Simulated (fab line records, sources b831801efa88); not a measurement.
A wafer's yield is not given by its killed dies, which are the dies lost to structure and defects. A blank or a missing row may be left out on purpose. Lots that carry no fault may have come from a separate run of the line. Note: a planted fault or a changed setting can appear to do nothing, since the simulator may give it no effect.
What tool caused it? -- flow gf180mcu -- 10 lots, 30 wafers sampled, at 6 steps of a route of 602

## WHAT THE GAUGES READ, wafer by wafer
GF_V3_BOW_MEAS_05. Usual: V3_BOW gives 118 um (standard deviation 9.6).
lot,measured,on,V3_BOW (um),flag
L795,day 24 14:46,film metro-02,117 118 118,
L796,day 24 21:44,film metro-03,106 100 112,
L798,day 25 10:11,film metro-01,114 117 121,
L799,day 25 18:05,film metro-02,100 95 110,
L800,day 25 23:57,film metro-03,116 110 122,
L804,day 26 23:01,film metro-02,107 99 105,
L805,day 27 06:25,film metro-01,118 130 125,
L808,day 27 23:25,film metro-03,132 118 110,
L810,day 28 12:27,film metro-02,110 121 132,
L811,day 28 18:35,film metro-01,122 113 114,

GF_M4_RS_MEAS_05: measures by four-point-probe. Usual: M4_ALCU_RS gives 0.0697 ohm/sq (standard deviation 0.00063).
lot,measured,on,M4_ALCU_RS (ohm/sq),flag
L795,day 25 14:08,film metro-01,0.0699 0.0691 0.0697,
L796,day 25 20:51,film metro-04,0.0695 0.0687 0.0687,
L798,day 26 08:16,film metro-04,0.0699 0.0688 0.0697,
L799,day 26 16:30,film metro-03,0.1216 0.1222 0.1214,OFF
L800,day 26 22:29,film metro-03,0.1210 0.1220 0.1223,OFF
L804,day 27 21:19,film metro-03,0.0707 0.0696 0.0694,
L805,day 28 04:49,film metro-01,0.0699 0.0705 0.0690,
L808,day 28 20:55,film metro-04,0.0692 0.0696 0.0694,
L810,day 29 09:14,film metro-04,0.0688 0.0691 0.0679,
L811,day 29 15:41,film metro-04,0.0707 0.0691 0.0705,

GF_M4_THK_MEAS_06: measures by xrf. Usual: M4_ALCU_THK gives 445 nm (standard deviation 5).
lot,measured,on,M4_ALCU_THK (nm),flag
L795,day 25 14:15,film metro-01,444 450 446,
L796,day 25 20:58,film metro-04,451 452 455,
L798,day 26 08:23,film metro-04,445 453 446,
L799,day 26 16:37,film metro-03,256 254 257,OFF
L800,day 26 22:35,film metro-03,256 256 256,OFF
L804,day 27 21:26,film metro-03,438 443 445,
L805,day 28 04:55,film metro-01,443 438 450,
L808,day 28 21:01,film metro-04,452 449 453,
L810,day 29 09:20,film metro-04,450 449 458,
L811,day 29 15:48,film metro-04,439 448 443,

## TOOL THAT RAN EACH LOT (tool first, then ch and the chambers of the sampled wafers, then the start)
lot,GF_V3_CMP_26,GF_M4_SPUTTER_00,GF_M4_SPUTTER_02
L795,"cmp-02 ch 1,2,3, day 25 13:37","pvd sputter-02, day 25 13:55","pvd sputter-02, day 25 14:02"
L796,"cmp-02 ch 0,1,3, day 25 20:28","pvd sputter-02, day 25 20:37","pvd sputter-02, day 25 20:44"
L798,"cmp-02 ch 0,3, day 26 07:45","pvd sputter-03, day 26 08:03","pvd sputter-03, day 26 08:11"
L799,"cmp-01 ch 0,1,2, day 26 16:02","pvd sputter-02, day 26 16:17","pvd sputter-02, day 26 16:25"
L800,"cmp-02 ch 2,3, day 26 21:59","pvd sputter-02, day 26 22:14","pvd sputter-02, day 26 22:22"
L804,"cmp-01 ch 0,1,2, day 27 20:51","pvd sputter-01, day 27 21:06","pvd sputter-01, day 27 21:14"
L805,"cmp-01 ch 0,2,3, day 28 04:19","pvd sputter-03, day 28 04:34","pvd sputter-03, day 28 04:41"
L808,"cmp-02 ch 0,1,2, day 28 20:26","pvd sputter-03, day 28 20:38","pvd sputter-03, day 28 20:46"
L810,"cmp-01 ch 1,2,3, day 29 08:40","pvd sputter-03, day 29 08:58","pvd sputter-03, day 29 09:06"
L811,"cmp-02 ch 0,2, day 29 15:09","pvd sputter-03, day 29 15:27","pvd sputter-03, day 29 15:35"
- GF_V3_CMP_26: polishes, stops on SiO2, t overpolish 15 s, target thk 0 nm.
- GF_M4_SPUTTER_00: material Ti, target thk 37.5 nm, time 150 s.
- GF_M4_SPUTTER_02: material AlCu, target thk 450 nm, time 23.9 s.

## WHAT THE TOOLS THEMSELVES READ (means of the sampled wafers that have a number; where no wafer has one, the mark that the record gives instead)
GF_V3_CMP_26. Usual: motor current A 10.9 A, standard deviation 0.66; overpolish run s 15.000 s, standard deviation 0.0086; time to endpoint s 83.9 s, standard deviation 2.9.
lot,tool,motor current A (A),overpolish run s (s),time to endpoint s (s),flag
L795,cmp-02,10.3,14.997,78.7,
L796,cmp-02,10.9,15.008,83.6,
L798,cmp-02,11.2,15.000,84.2,
L799,cmp-01,11.3,15.008,84.4,
L800,cmp-02,11.1,14.996,81.4,
L804,cmp-01,10.9,14.999,84.1,
L805,cmp-01,11.1,15.001,85.6,
L808,cmp-02,10.8,14.999,86.0,
L810,cmp-01,11.3,15.002,84.2,
L811,cmp-02,10.3,15.002,88.0,

GF_M4_SPUTTER_00. Usual: 29.8 % for throttle valve pct, sd 1.4.
lot,tool,throttle valve pct (%),flag
L795,pvd sputter-02,29.5,
L796,pvd sputter-02,29.4,
L798,pvd sputter-03,30.4,
L799,pvd sputter-02,29.3,
L800,pvd sputter-02,28.7,
L804,pvd sputter-01,29.2,
L805,pvd sputter-03,30.5,
L808,pvd sputter-03,31.8,
L810,pvd sputter-03,29.6,
L811,pvd sputter-03,30.3,

GF_M4_SPUTTER_02. Usual: 29.8 % for throttle valve pct, sd 1.4.
lot,tool,throttle valve pct (%),flag
L795,pvd sputter-02,29.5,
L796,pvd sputter-02,29.3,
L798,pvd sputter-03,30.6,
L799,pvd sputter-02,29.2,
L800,pvd sputter-02,28.6,
L804,pvd sputter-01,29.1,
L805,pvd sputter-03,30.4,
L808,pvd sputter-03,31.7,
L810,pvd sputter-03,29.7,
L811,pvd sputter-03,30.3,

## THE ANSWER, worked out from the rows above alone
Rule: a lot is off if the mean of its wafers that have a number lies more than 3 standard deviations from the usual mean. A lot without any number at a reading at which 4 lots or more have one is off too. The other lots that the step has rows for count as sound. First the gauges in route order, then the tools' own readings, where a lot's mean is used as printed above. The first step at which some lot is off is used, and at that step the reading that is off furthest; a lot without a number counts as furthest.
Off: L799, L800, seen at GF_M4_RS_MEAS_05 (M4_ALCU_RS).
A tool fits if, at a process step before that reading, it ran every lot that is off, and no sound lot after the first of them. The gauges at GF_M4_RS_MEAS_05 are tried like those tools. One fits: GF_M4_SPUTTER_00 and GF_M4_SPUTTER_02 on pvd sputter-02. At GF_M4_SPUTTER_00 its last sound lot is L796 (day 25 20:37), its first lot that is off L799 (day 26 16:17): a fault that began between those two fits.

## WHAT HAD BEEN PUT IN BY THE SIMULATOR
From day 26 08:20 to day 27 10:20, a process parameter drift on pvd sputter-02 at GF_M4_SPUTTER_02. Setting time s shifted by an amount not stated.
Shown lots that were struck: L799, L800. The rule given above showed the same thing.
